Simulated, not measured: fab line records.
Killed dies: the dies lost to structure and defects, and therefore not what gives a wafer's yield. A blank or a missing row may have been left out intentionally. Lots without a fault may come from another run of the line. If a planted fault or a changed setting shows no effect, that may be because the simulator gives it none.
The tool behind it: which one? || flow gf180mcu || 13 lots with 39 wafers sampled at 4 steps, on a route of 602 steps

== WHAT EACH GAUGE READ, for each wafer ==
GF_VT_IMPLANT_RS_MEAS_48: a four-point-probe measurement.
{"lot": "L411", "measured": "day 7 11:58", "on": "film_metro-02", "LVPWELL_RS (ohm/sq)": "1200.1 1198.9 1199.6"}
{"lot": "L412", "measured": "day 7 20:01", "on": "film_metro-03", "LVPWELL_RS (ohm/sq)": "1199.8 1199.3 1199.9"}
{"lot": "L413", "measured": "day 8 03:44", "on": "film_metro-03", "LVPWELL_RS (ohm/sq)": "1190.4 1192.5 1193.1"}
{"lot": "L419", "measured": "day 9 20:43", "on": "film_metro-03", "LVPWELL_RS (ohm/sq)": "1198.1 1196.0 1195.5"}
{"lot": "L420", "measured": "day 10 06:18", "on": "film_metro-02", "LVPWELL_RS (ohm/sq)": "1224.6 1218.8 1223.9"}
{"lot": "L423", "measured": "day 10 22:01", "on": "film_metro-03", "LVPWELL_RS (ohm/sq)": "1219.3 1219.0 1219.2"}
{"lot": "L426", "measured": "day 11 18:49", "on": "film_metro-03", "LVPWELL_RS (ohm/sq)": "1198.5 1193.2 1194.4"}
{"lot": "L427", "measured": "day 12 01:16", "on": "film_metro-01", "LVPWELL_RS (ohm/sq)": "1194.8 1195.9 1199.8"}
{"lot": "L428", "measured": "day 12 07:49", "on": "film_metro-02", "LVPWELL_RS (ohm/sq)": "1197.7 1199.1 1196.7"}
{"lot": "L431", "measured": "day 13 03:52", "on": "film_metro-01", "LVPWELL_RS (ohm/sq)": "1199.1 1197.4 1198.7"}
{"lot": "L432", "measured": "day 13 13:31", "on": "film_metro-03", "LVPWELL_RS (ohm/sq)": "1195.5 1189.7 1193.7"}
{"lot": "L433", "measured": "day 13 22:22", "on": "film_metro-03", "LVPWELL_RS (ohm/sq)": "1197.2 1199.3 1193.9"}
{"lot": "L434", "measured": "day 14 00:53", "on": "film_metro-01", "LVPWELL_RS (ohm/sq)": "1191.9 1193.5 1192.6"}

GF_POLY_GATE_THK_MEAS_17.
{"lot": "L411", "measured": "day 9 03:19", "on": "film_metro-03", "POLY_GATE_OXIDATION_THK (nm)": "3.96 3.86 3.94"}
{"lot": "L412", "measured": "day 9 14:08", "on": "film_metro-03", "POLY_GATE_OXIDATION_THK (nm)": "4.03 4.06 3.91"}
{"lot": "L413", "measured": "day 9 22:03", "on": "film_metro-03", "POLY_GATE_OXIDATION_THK (nm)": "4.04 4.11 4.03"}
{"lot": "L419", "measured": "day 11 17:23", "on": "film_metro-03", "POLY_GATE_OXIDATION_THK (nm)": "3.96 3.91 3.97"}
{"lot": "L420", "measured": "day 12 00:49", "on": "film_metro-03", "POLY_GATE_OXIDATION_THK (nm)": "3.95 3.97 3.98"}
{"lot": "L423", "measured": "day 12 20:12", "on": "film_metro-04", "POLY_GATE_OXIDATION_THK (nm)": "4.07 4.09 4.16"}
{"lot": "L426", "measured": "day 13 19:28", "on": "film_metro-04", "POLY_GATE_OXIDATION_THK (nm)": "4.09 4.02 4.01"}
{"lot": "L427", "measured": "day 14 02:10", "on": "film_metro-03", "POLY_GATE_OXIDATION_THK (nm)": "4.02 3.99 4.06"}
{"lot": "L428", "measured": "day 14 06:13", "on": "film_metro-04", "POLY_GATE_OXIDATION_THK (nm)": "3.97 4.03 3.96"}
{"lot": "L431", "measured": "day 15 03:50", "on": "film_metro-04", "POLY_GATE_OXIDATION_THK (nm)": "3.87 3.88 3.84"}
{"lot": "L432", "measured": "day 15 14:19", "on": "film_metro-04", "POLY_GATE_OXIDATION_THK (nm)": "3.95 4.00 4.10"}
{"lot": "L433", "measured": "day 16 00:02", "on": "film_metro-03", "POLY_GATE_OXIDATION_THK (nm)": "3.93 4.07 4.02"}
{"lot": "L434", "measured": "day 16 03:53", "on": "film_metro-03", "POLY_GATE_OXIDATION_THK (nm)": "4.03 3.98 3.99"}

== TOOL THAT RAN EACH LOT (tool first, then ch and the chambers of the sampled wafers, then the start) ==
{"lot": "L411", "GF_LVPWELL_IMPLANT_08": "implanter-03 ch 0, day 3 20:28", "GF_VT_IMPLANT_RTA_45": "rtp_anneal-02 ch 0, day 7 11:37"}
{"lot": "L412", "GF_LVPWELL_IMPLANT_08": "implanter-03 ch 0, day 4 02:49", "GF_VT_IMPLANT_RTA_45": "rtp_anneal-02 ch 0, day 7 19:41"}
{"lot": "L413", "GF_LVPWELL_IMPLANT_08": "implanter-03 ch 0, day 4 08:22", "GF_VT_IMPLANT_RTA_45": "rtp_anneal-01 ch 0, day 8 03:23"}
{"lot": "L419", "GF_LVPWELL_IMPLANT_08": "implanter-02 ch 0, day 5 17:49", "GF_VT_IMPLANT_RTA_45": "rtp_anneal-01 ch 0, day 9 20:22"}
{"lot": "L420", "GF_LVPWELL_IMPLANT_08": "implanter-02 ch 0, day 6 02:14", "GF_VT_IMPLANT_RTA_45": "rtp_anneal-01 ch 0, day 10 05:58"}
{"lot": "L423", "GF_LVPWELL_IMPLANT_08": "implanter-02 ch 0, day 6 15:28", "GF_VT_IMPLANT_RTA_45": "rtp_anneal-02 ch 0, day 10 21:40"}
{"lot": "L426", "GF_LVPWELL_IMPLANT_08": "implanter-04 ch 0, day 7 08:33", "GF_VT_IMPLANT_RTA_45": "rtp_anneal-02 ch 0, day 11 18:28"}
{"lot": "L427", "GF_LVPWELL_IMPLANT_08": "implanter-03 ch 0, day 7 15:18", "GF_VT_IMPLANT_RTA_45": "rtp_anneal-02 ch 0, day 12 00:55"}
{"lot": "L428", "GF_LVPWELL_IMPLANT_08": "implanter-03 ch 0, day 7 20:32", "GF_VT_IMPLANT_RTA_45": "rtp_anneal-01 ch 0, day 12 07:29"}
{"lot": "L431", "GF_LVPWELL_IMPLANT_08": "implanter-04 ch 0, day 8 12:04", "GF_VT_IMPLANT_RTA_45": "rtp_anneal-02 ch 0, day 13 03:31"}
{"lot": "L432", "GF_LVPWELL_IMPLANT_08": "implanter-03 ch 0, day 8 20:16", "GF_VT_IMPLANT_RTA_45": "rtp_anneal-02 ch 0, day 13 13:10"}
{"lot": "L433", "GF_LVPWELL_IMPLANT_08": "implanter-04 ch 0, day 9 03:54", "GF_VT_IMPLANT_RTA_45": "rtp_anneal-01 ch 0, day 13 22:01"}
{"lot": "L434", "GF_LVPWELL_IMPLANT_08": "implanter-04 ch 0, day 9 05:56", "GF_VT_IMPLANT_RTA_45": "rtp_anneal-02 ch 0, day 14 00:33"}
- GF_LVPWELL_IMPLANT_08
- GF_VT_IMPLANT_RTA_45: time 30 s.

== WHAT THE TOOLS THEMSELVES READ (means of the sampled wafers that have a number; where no wafer has one, the mark that the record gives instead) ==
GF_LVPWELL_IMPLANT_08.
{"lot": "L411", "tool": "implanter-03", "dose_ions_cm2": 1.5000e+13, "end_station_pressure_torr (Torr)": 5.0e-06}
{"lot": "L412", "tool": "implanter-03", "dose_ions_cm2": 1.5006e+13, "end_station_pressure_torr (Torr)": 5.0e-06}
{"lot": "L413", "tool": "implanter-03", "dose_ions_cm2": 1.5035e+13, "end_station_pressure_torr (Torr)": 5.2e-06}
{"lot": "L419", "tool": "implanter-02", "dose_ions_cm2": 1.5005e+13, "end_station_pressure_torr (Torr)": 5.5e-06}
{"lot": "L420", "tool": "implanter-02", "dose_ions_cm2": 1.4405e+13, "end_station_pressure_torr (Torr)": 4.9e-06}
{"lot": "L423", "tool": "implanter-02", "dose_ions_cm2": 1.4431e+13, "end_station_pressure_torr (Torr)": 5.1e-06}
{"lot": "L426", "tool": "implanter-04", "dose_ions_cm2": 1.4998e+13, "end_station_pressure_torr (Torr)": 5.3e-06}
{"lot": "L427", "tool": "implanter-03", "dose_ions_cm2": 1.4996e+13, "end_station_pressure_torr (Torr)": 5.0e-06}
{"lot": "L428", "tool": "implanter-03", "dose_ions_cm2": 1.4998e+13, "end_station_pressure_torr (Torr)": 5.1e-06}
{"lot": "L431", "tool": "implanter-04", "dose_ions_cm2": 1.5000e+13, "end_station_pressure_torr (Torr)": 5.1e-06}
{"lot": "L432", "tool": "implanter-03", "dose_ions_cm2": 1.5003e+13, "end_station_pressure_torr (Torr)": 4.9e-06}
{"lot": "L433", "tool": "implanter-04", "dose_ions_cm2": 1.4990e+13, "end_station_pressure_torr (Torr)": 4.9e-06}
{"lot": "L434", "tool": "implanter-04", "dose_ions_cm2": 1.5017e+13, "end_station_pressure_torr (Torr)": 5.4e-06}

GF_VT_IMPLANT_RTA_45.
{"lot": "L411", "tool": "rtp_anneal-02", "anneal_temp_c_max": 1055.4, "lamp_power_pct (%)": 33.4, "wafer_temp_C_max": 1054.3}
{"lot": "L412", "tool": "rtp_anneal-02", "anneal_temp_c_max": 1054.0, "lamp_power_pct (%)": 33.5, "wafer_temp_C_max": 1054.9}
{"lot": "L413", "tool": "rtp_anneal-01", "anneal_temp_c_max": 1054.4, "lamp_power_pct (%)": 38.2, "wafer_temp_C_max": 1055.4}
{"lot": "L419", "tool": "rtp_anneal-01", "anneal_temp_c_max": 1054.4, "lamp_power_pct (%)": 38.3, "wafer_temp_C_max": 1056.4}
{"lot": "L420", "tool": "rtp_anneal-01", "anneal_temp_c_max": 1053.3, "lamp_power_pct (%)": 38.3, "wafer_temp_C_max": 1057.0}
{"lot": "L423", "tool": "rtp_anneal-02", "anneal_temp_c_max": 1055.0, "lamp_power_pct (%)": 33.4, "wafer_temp_C_max": 1054.3}
{"lot": "L426", "tool": "rtp_anneal-02", "anneal_temp_c_max": 1055.0, "lamp_power_pct (%)": 33.5, "wafer_temp_C_max": 1054.6}
{"lot": "L427", "tool": "rtp_anneal-02", "anneal_temp_c_max": 1054.8, "lamp_power_pct (%)": 33.5, "wafer_temp_C_max": 1054.3}
{"lot": "L428", "tool": "rtp_anneal-01", "anneal_temp_c_max": 1054.0, "lamp_power_pct (%)": 38.2, "wafer_temp_C_max": 1057.1}
{"lot": "L431", "tool": "rtp_anneal-02", "anneal_temp_c_max": 1054.9, "lamp_power_pct (%)": 33.5, "wafer_temp_C_max": 1055.8}
{"lot": "L432", "tool": "rtp_anneal-02", "anneal_temp_c_max": 1055.2, "lamp_power_pct (%)": 33.5, "wafer_temp_C_max": 1054.5}
{"lot": "L433", "tool": "rtp_anneal-01", "anneal_temp_c_max": 1054.2, "lamp_power_pct (%)": 38.2, "wafer_temp_C_max": 1056.5}
{"lot": "L434", "tool": "rtp_anneal-02", "anneal_temp_c_max": 1054.9, "lamp_power_pct (%)": 33.5, "wafer_temp_C_max": 1054.3}

== THE ANSWER, worked out from the rows above alone ==
Rule: usual is defined by the lots themselves. Put in order of their means at a reading, lots are off if they are a third of the lots or fewer, leave a main group of 4 or more, and stand apart from it by a gap of 3 or more times the standard deviation of the main group's means; of several such gaps the widest counts. Not used: any main group whose means are identical at the precision the tables above print for the reading. Also off: a lot with no number at a reading for which 4 or more lots have one. All remaining lots with rows at the step are treated as sound. After the gauges, taken in route order, come the tools' own readings; for these a lot's mean is taken, as printed above. At the first step where some lot is off, the reading lying furthest off is the one used; lots without a number count as furthest.
Off: L420, L423, seen at GF_VT_IMPLANT_RS_MEAS_48 (LVPWELL_RS). For the main group the mean is 1196.2 ohm/sq and the standard deviation 2.6.
If a tool, at a process step before that reading, ran all the lots that are off and no sound lot after the first of them, it fits. The gauges at GF_VT_IMPLANT_RS_MEAS_48 aren't tried: what is off there is off at GF_LVPWELL_IMPLANT_08 too, on other tools, and a gauge's error can't cause that. One fits: GF_LVPWELL_IMPLANT_08 on implanter-02. Its last sound lot is L419 (day 5 17:49), its first lot that is off L420 (day 6 02:14): a fault that began between those two fits.
On the lots that are off, the tool's own readings at GF_LVPWELL_IMPLANT_08 differ by more than 5 times the standard deviation of the sound lots' means, which bears it out; dose_ions_cm2 reads 1.4418e+13 there versus 1.5004e+13 on the sound lots.

== WHAT THE SIMULATOR HAD INSERTED ==
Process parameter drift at GF_LVPWELL_IMPLANT_08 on implanter-02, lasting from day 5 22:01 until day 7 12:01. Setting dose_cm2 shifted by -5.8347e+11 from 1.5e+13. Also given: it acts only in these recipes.
Shown lots that were struck: L420, L423. The same result came from the rule above.
